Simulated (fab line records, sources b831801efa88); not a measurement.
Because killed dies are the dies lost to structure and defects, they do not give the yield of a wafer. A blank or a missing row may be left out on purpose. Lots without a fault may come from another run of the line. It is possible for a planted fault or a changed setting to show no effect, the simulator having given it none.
Which tool is to blame? + flow gf180mcu + 14 lots with 42 wafers sampled at 5 steps, on a route of 602 steps

## WHAT THE GAUGES READ, wafer by wafer
GF_STI_BOW_MEAS_00.
| lot  | measured    | on           | INCOMING_BOW (um) |
|------|-------------|--------------|-------------------|
| L717 | day 1 15:00 | filmMetro-03 | -7 -2 -3          |
| L718 | day 1 20:01 | filmMetro-03 | 4 -8 5            |
| L719 | day 2 01:01 | filmMetro-03 | 3 -2 -12          |
| L720 | day 2 06:00 | filmMetro-01 | 4 -4 2            |
| L722 | day 2 16:00 | filmMetro-02 | 3 2 3             |
| L723 | day 2 21:00 | filmMetro-02 | -3 -2 -5          |
| L724 | day 3 02:02 | filmMetro-02 | -2 -12 5          |
| L725 | day 3 07:00 | filmMetro-01 | -7 3 3            |
| L730 | day 4 08:01 | filmMetro-02 | -6 0 -6           |
| L732 | day 4 18:01 | filmMetro-02 | -8 1 0            |
| L733 | day 4 23:00 | filmMetro-03 | 3 0 -6            |
| L737 | day 5 19:00 | filmMetro-02 | -8 -3 0           |
| L738 | day 6 00:02 | filmMetro-02 | -9 9 -1           |
| L739 | day 6 05:00 | filmMetro-02 | 4 5 5             |

GF_SAB_THK_MEAS_01.
| lot  | measured     | on           | SAB_CVD_00_THK (nm) |
|------|--------------|--------------|---------------------|
| L717 | day 14 11:19 | filmMetro-03 | 48.8 49.1 50.1      |
| L718 | day 14 21:38 | filmMetro-02 | 50.5 49.8 50.4      |
| L719 | day 15 05:34 | filmMetro-01 | 50.0 49.9 50.0      |
| L720 | day 15 12:13 | filmMetro-02 | 50.6 50.1 50.6      |
| L722 | day 16 07:25 | filmMetro-01 | 49.7 49.9 50.8      |
| L723 | day 16 18:19 | filmMetro-02 | 50.2 49.8 51.2      |
| L724 | day 17 04:17 | filmMetro-02 | 50.5 50.6 51.1      |
| L725 | day 17 12:31 | filmMetro-01 | 50.1 50.2 51.0      |
| L730 | day 19 06:52 | filmMetro-01 | 49.7 45.6 50.7      |
| L732 | day 19 22:42 | filmMetro-01 | 48.1 49.8 49.8      |
| L733 | day 20 08:52 | filmMetro-01 | 45.0 46.0 51.3      |
| L737 | day 21 15:55 | filmMetro-01 | 50.3 49.0 50.6      |
| L738 | day 21 22:32 | filmMetro-03 | 49.4 50.7 50.5      |
| L739 | day 22 10:55 | filmMetro-03 | 49.7 50.3 50.9      |

GF_V1_RS_MEAS_24: measures by four-point-probe.
| lot  | measured     | on           | V1_W_RS (ohm/sq)  |
|------|--------------|--------------|-------------------|
| L717 | day 18 09:26 | filmMetro-01 | 0.325 0.323 0.323 |
| L718 | day 18 22:03 | filmMetro-03 | 0.321 0.327 0.321 |
| L719 | day 19 08:13 | filmMetro-01 | 0.327 0.324 0.325 |
| L720 | day 19 15:26 | filmMetro-01 | 0.333 0.331 0.328 |
| L722 | day 20 12:50 | filmMetro-03 | 0.327 0.325 0.325 |
| L723 | day 20 23:53 | filmMetro-01 | 0.328 0.326 0.321 |
| L724 | day 21 10:34 | filmMetro-03 | 0.317 0.319 0.318 |
| L725 | day 21 17:25 | filmMetro-01 | 0.328 0.329 0.329 |
| L730 | day 23 11:04 | filmMetro-01 | 0.325 0.328 0.324 |
| L732 | day 24 00:30 | filmMetro-01 | 0.326 0.326 0.332 |
| L733 | day 24 09:52 | filmMetro-03 | 0.322 0.328 0.326 |
| L737 | day 25 15:19 | filmMetro-01 | 0.331 0.326 0.326 |
| L738 | day 25 19:50 | filmMetro-02 | 0.336 0.336 0.335 |
| L739 | day 26 08:27 | filmMetro-01 | 0.330 0.323 0.329 |

## WHICH TOOL RAN EACH LOT (tool, then ch and the chambers of the sampled wafers, then the start)
| lot  | GF_SAB_CVD_00                   | GF_V1_ETCH_17                                |
|------|---------------------------------|----------------------------------------------|
| L717 | pecvd-03 ch 0,1,2, day 14 11:18 | rieDiel-04 ch 2,3, day 18 09:26 or earlier   |
| L718 | pecvd-02 ch 0,1,2, day 14 21:36 | rieDiel-04 ch 1,2,3, day 18 22:03 or earlier |
| L719 | pecvd-03 ch 1,2, day 15 05:32   | rieDiel-01 ch 0,2,3, day 19 08:13 or earlier |
| L720 | pecvd-01 ch 1,2, day 15 12:11   | rieDiel-04 ch 0,3, day 19 15:26 or earlier   |
| L722 | pecvd-03 ch 0,2, day 16 07:23   | rieDiel-01 ch 1,2,3, day 20 12:50 or earlier |
| L723 | pecvd-02 ch 0,1,2, day 16 18:17 | rieDiel-01 ch 0,2, day 20 23:53 or earlier   |
| L724 | pecvd-01 ch 0,1, day 17 04:14   | rieDiel-01 ch 1,2, day 21 10:34 or earlier   |
| L725 | pecvd-01 ch 1,2, day 17 12:30   | rieDiel-01 ch 0,1, day 21 17:25 or earlier   |
| L730 | pecvd-01 ch 0,1,2, day 19 06:50 | rieDiel-01 ch 0,1,3, day 23 11:04 or earlier |
| L732 | pecvd-03 ch 0,2, day 19 22:39   | rieDiel-04 ch 1,3, day 24 00:30 or earlier   |
| L733 | pecvd-01 ch 0, day 20 08:50     | rieDiel-01 ch 0,3, day 24 09:52 or earlier   |
| L737 | pecvd-03 ch 0,2, day 21 15:53   | rieDiel-04 ch 1,2, day 25 15:19 or earlier   |
| L738 | pecvd-02 ch 0,1, day 21 22:29   | rieDiel-03 ch 0,1,2, day 25 19:50 or earlier |
| L739 | pecvd-03 ch 0,1, day 22 10:54   | rieDiel-03 ch 0,2,3, day 26 08:27 or earlier |
- GF_SAB_CVD_00: deposits SiO2 from TEOS, target thk 50 nm, time 4.9302 s.
- GF_V1_ETCH_17: etches SiO2 in C4F8/O2/Ar, stops on TiN, target depth 630 nm.

## WHAT THE TOOLS THEMSELVES READ (means of the sampled wafers that have a number; where no wafer has one, the mark that the record gives instead)
GF_SAB_CVD_00.
| lot  | tool     | heaterPowerW (W) |
|------|----------|------------------|
| L717 | pecvd-03 | 702              |
| L718 | pecvd-02 | 607              |
| L719 | pecvd-03 | 750              |
| L720 | pecvd-01 | 690              |
| L722 | pecvd-03 | 686              |
| L723 | pecvd-02 | 641              |
| L724 | pecvd-01 | 764              |
| L725 | pecvd-01 | 699              |
| L730 | pecvd-01 | 696              |
| L732 | pecvd-03 | 633              |
| L733 | pecvd-01 | 745              |
| L737 | pecvd-03 | 669              |
| L738 | pecvd-02 | 608              |
| L739 | pecvd-03 | 667              |

GF_V1_ETCH_17.
| lot  | tool       | chamberPressureMTorr (mTorr) | oesProductAu (a.u.) |
|------|------------|------------------------------|---------------------|
| L717 | rieDiel-04 | 39.98                        | 0.860               |
| L718 | rieDiel-04 | 40.01                        | 0.858               |
| L719 | rieDiel-01 | 39.98                        | 0.856               |
| L720 | rieDiel-04 | 39.97                        | 0.856               |
| L722 | rieDiel-01 | 39.97                        | 0.858               |
| L723 | rieDiel-01 | 39.99                        | 0.854               |
| L724 | rieDiel-01 | 40.06                        | 0.851               |
| L725 | rieDiel-01 | 39.98                        | 0.856               |
| L730 | rieDiel-01 | 40.01                        | 0.857               |
| L732 | rieDiel-04 | 40.00                        | 0.857               |
| L733 | rieDiel-01 | 39.99                        | 0.852               |
| L737 | rieDiel-04 | 39.99                        | 0.859               |
| L738 | rieDiel-03 | 40.03                        | 0.854               |
| L739 | rieDiel-03 | 39.95                        | 0.854               |

## THE ANSWER, worked out from the rows above alone
Rule: what is usual is taken from the lots themselves. Put in order of their means at a reading, lots are off if they are a third of the lots or fewer, leave a main group of 4 or more, and stand apart from it by a gap of 3 or more times the standard deviation of the main group's means; of several such gaps the widest counts. The tables above print the reading to a certain number of digits; a main group whose means all agree to those digits is not used. Also off: a lot with no number at a reading for which 4 or more lots have one. Any other lot the step has rows for is counted as sound. First the gauges in route order, then the tools' own readings, where a lot's mean is used as printed above. The first step at which some lot is off is used, and at that step the reading that is off furthest; a lot without a number counts as furthest.
No lot is off on any of the readings shown, so nothing can be concluded from this.

## WHAT WAS PUT IN BY THE SIMULATOR
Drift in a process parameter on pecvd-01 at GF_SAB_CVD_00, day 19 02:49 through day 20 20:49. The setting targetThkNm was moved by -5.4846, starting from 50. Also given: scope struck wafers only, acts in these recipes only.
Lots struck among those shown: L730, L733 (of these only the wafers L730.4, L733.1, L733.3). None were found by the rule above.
